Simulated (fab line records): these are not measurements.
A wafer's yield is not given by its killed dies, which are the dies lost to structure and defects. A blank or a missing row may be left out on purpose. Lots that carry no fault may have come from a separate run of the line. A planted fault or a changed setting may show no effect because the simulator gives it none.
A lot that was struck, set against a sound lot ; flow sky130 ; 22 out of 708 route steps
Sound: these wafers, L135.1, L135.3, L135.6. Wafers L151.2, L151.5, L151.6 were the ones struck. At the end, the cause is stated.
Each step with rows lists, per side, the tool, then ch with its chambers, then its first start. Under that, the readings that differ: sound wafers ; struck wafers ; difference of the means ; sigmas: that difference in standard deviations of wafers without a fault.
alike: words and numbers the same on both sides, and readings whose means are apart by under 2 such deviations; not compared: readings that were withheld, readings missing a value for some wafer, numbers with overlapping values and no deviation given by the record, and bounds like >300 which may hide the same value.
Wherever a step has rows on one side only, a row that says differs or no value, or a row with sigmas, the two part there. Numbers that don't overlap but have no deviation are shown without sigmas and don't part them. Lack of a reading on every wafer of one side parts them only where that side has two or more wafers.

first, 8 steps without rows for these wafers: SKY_DNWELL_DEHYDRATE_00 (time 60 s); SKY_DNWELL_HMDS_01 (prime time 60 s); SKY_DNWELL_COAT_02 (resist thk 3000 nm); SKY_DNWELL_SOFTBAKE_03; SKY_DNWELL_EXPOSE_04 (exposes mask DNM, target cd 3000 nm); SKY_DNWELL_PEB_05; SKY_DNWELL_DEVELOP_06 (develop time 60 s); SKY_DNWELL_IMPLANT_07.
SKY_DNWELL_STRIP_08: strips in O2/N2.
  sound on plasma-asher-01 ch 1, day 4 05:28; struck on plasma-asher-03 ch 0,1, day 7 16:57
  alike: drypump-motor-current-A, oes-product-au, strip-time-to-endpoint-s
  not compared: rf-hours-counter-h
SKY_DNWELL_TW_MEAS_09:
  sound on film-metro-03 at day 4 05:34; struck on film-metro-04 at day 7 17:04
  alike: DNWELL_TW
then, 2 steps without rows for these wafers: SKY_PWDE_DEHYDRATE_00 (time 60 s); SKY_PWDE_HMDS_01 (prime time 60 s).
SKY_PWDE_COAT_02: resist thk 3000 nm.
  sound on litho-track-01 ch 0, day 4 13:04; struck on litho-track-01 ch 0, day 8 02:47
reading;sound;struck;difference;sigmas
model.coat_of_PWDE_COAT_02.thk-nm (nm);2992 2999 2996;1066 1068 1066;-1929;
then, 3 steps without rows for these wafers: SKY_PWDE_SOFTBAKE_03; SKY_PWDE_EXPOSE_04 (exposes mask PWDEM, target cd 840 nm); SKY_PWDE_PEB_05.
SKY_PWDE_DEVELOP_06: develop time 60 s.
  sound on litho-track-04 ch 0; struck on litho-track-01 ch 0
reading;sound;struck;difference;sigmas
model.coat_of_PWDE_COAT_02.thk-nm (nm);2988 2994 2992;1061 1063 1062;-1929;
SKY_PWDE_OVL_MEAS_07:
  sound on overlay-01 at day 4 21:36; struck on overlay-01 at day 8 13:25
  alike: PWDE_OVL
then, 1 step without rows for these wafers: SKY_PWDE_IMPLANT_08.
SKY_PWDE_STRIP_09: strips in O2/N2.
  sound on plasma-asher-04 ch 0,1, day 4 21:47; struck on plasma-asher-02 ch 0,1, day 8 13:36
reading;sound;struck;difference;sigmas
oes-product-au (a.u.);0.731 0.719 0.723;0.715 0.709 0.717;-0.011;-2
strip-time-to-endpoint-s (s);36.83 36.89 36.84;14.23 14.26 14.24;-22.61;-99 or more
  alike: drypump-motor-current-A
  not compared: rf-hours-counter-h
SKY_PWDE_TW_MEAS_10:
  sound on film-metro-03 at day 4 21:53; struck on film-metro-04 at day 8 13:43
  alike: PWDE_TW
-- the record jumps here: 42 days lie between the struck wafers' starts before and after (it left off in module PWDE and takes up again in module PAD_OPEN, whose first step shown is number 708 of the route) --
SKY_PAD_OPEN_PROBE_99:
  the record has rows for the struck wafers here (prober-01, day 50 07:22) and none for the sound ones

WHERE THEY PART
Last at SKY_PAD_OPEN_PROBE_99 as far as this record goes, first at SKY_PWDE_STRIP_09.

WHY: whatever the simulator had introduced
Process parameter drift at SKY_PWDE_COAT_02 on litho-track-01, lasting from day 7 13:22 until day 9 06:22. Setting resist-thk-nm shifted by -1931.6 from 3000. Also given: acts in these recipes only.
